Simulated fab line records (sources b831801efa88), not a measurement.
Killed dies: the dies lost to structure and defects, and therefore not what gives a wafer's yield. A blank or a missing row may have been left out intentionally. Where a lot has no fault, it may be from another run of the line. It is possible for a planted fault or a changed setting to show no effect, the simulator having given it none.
Code-filled problem report in 8D (eight disciplines) form | flow gf180mcu | the parts of the form that need people (team, actions taken, sign-off) are left out

1. WHAT WENT WRONG
Wafers free of any fault read 1198.0 ohm/sq (standard deviation 2.9) for LVPWELL_RS at GF_VT_IMPLANT_RS_MEAS_48, against a mean of 1215.9 ohm/sq on 6 wafers of 2 lots. That is +6.2 standard deviations from the usual mean.
The step: measures by four-point-probe.
Earliest sighting: wafer L800.1 on film_metro-04 at day 13 04:31. At this step, 36 wafers from 12 lots have a number in the record. Rule for "out" (also "out of limits"): further than 4 standard deviations from the usual mean. The rest of the wafers with a number are treated as sound.

2. WHAT THIS IS AND IS NOT
question                    | is                     | is not
which readings at this step | LVPWELL_RS             | -
which lots                  | L800, L802             | L780, L781, L783, L784, L787, L788, L790, L791, L793, L794
which wafers of those lots  | all that have a number | -
read on which gauges        | film_metro-04          | film_metro-01, film_metro-02
when                        | from day 13 04:31      | up to then (30 sound wafers)

3. WHAT RULES OUT EACH SUSPECT
Counting: any tool at a process step up to the reading is kept as a suspect provided that every lot that is out went through it and no sound lot did after the first of them.
- the gauge at GF_VT_IMPLANT_RS_MEAS_48: kept. All the wafers that are out were read on film_metro-04, and no step on other tools shows them out.
- plasma_asher-04 at GF_STI_STRIP_15 (strips in O2/N2): kept. It ran every lot that is out, first L800 (day 6 08:15), and no sound lot after that; its last sound lot up to then is L783 (day 2 17:48).
- implanter-02 at GF_LVPWELL_IMPLANT_09: kept. It ran every lot that is out, first L800 (day 8 13:14), and no sound lot after that; its last sound lot up to then is L793 (day 7 00:08).
Left after counting: plasma_asher-04 at GF_STI_STRIP_15, implanter-02 at GF_LVPWELL_IMPLANT_09, film_metro-04 at GF_VT_IMPLANT_RS_MEAS_48.

4. THE CAUSE (what the simulator had put in)
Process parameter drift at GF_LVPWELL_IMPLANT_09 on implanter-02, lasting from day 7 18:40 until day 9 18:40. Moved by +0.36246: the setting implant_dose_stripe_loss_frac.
3 suspects survive the count, and this tool is in that group.

5. THE EFFECT CHAIN, in route order
Each row: a reading whose mean over the struck wafers that have a number lies more than 3 standard deviations from the usual. Only readings for which the record gives a usual standard deviation are gone through. hours: the time from each lot's start at the first step in this table that gives one to its start at this step, as a median over the lots. sigmas: the change in usual standard deviations.
hours | step                     | reading    | usual         | on struck wafers | change | sigmas
0     | GF_VT_IMPLANT_RS_MEAS_48 | LVPWELL_RS | 1198.0 ohm/sq | 1215.9           | +17.9  | +6.2

6. WHAT WOULD HAVE CAUGHT IT SOONER
In this record the first reading out of limits at a measuring or inspecting step was taken at day 13 04:31, 130 hours after the fault began at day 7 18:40.
Lots out: 2; all had begun GF_LVPWELL_IMPLANT_09 on implanter-02 by day 13 04:31. Tool hold at that time: it would have spared none of them.
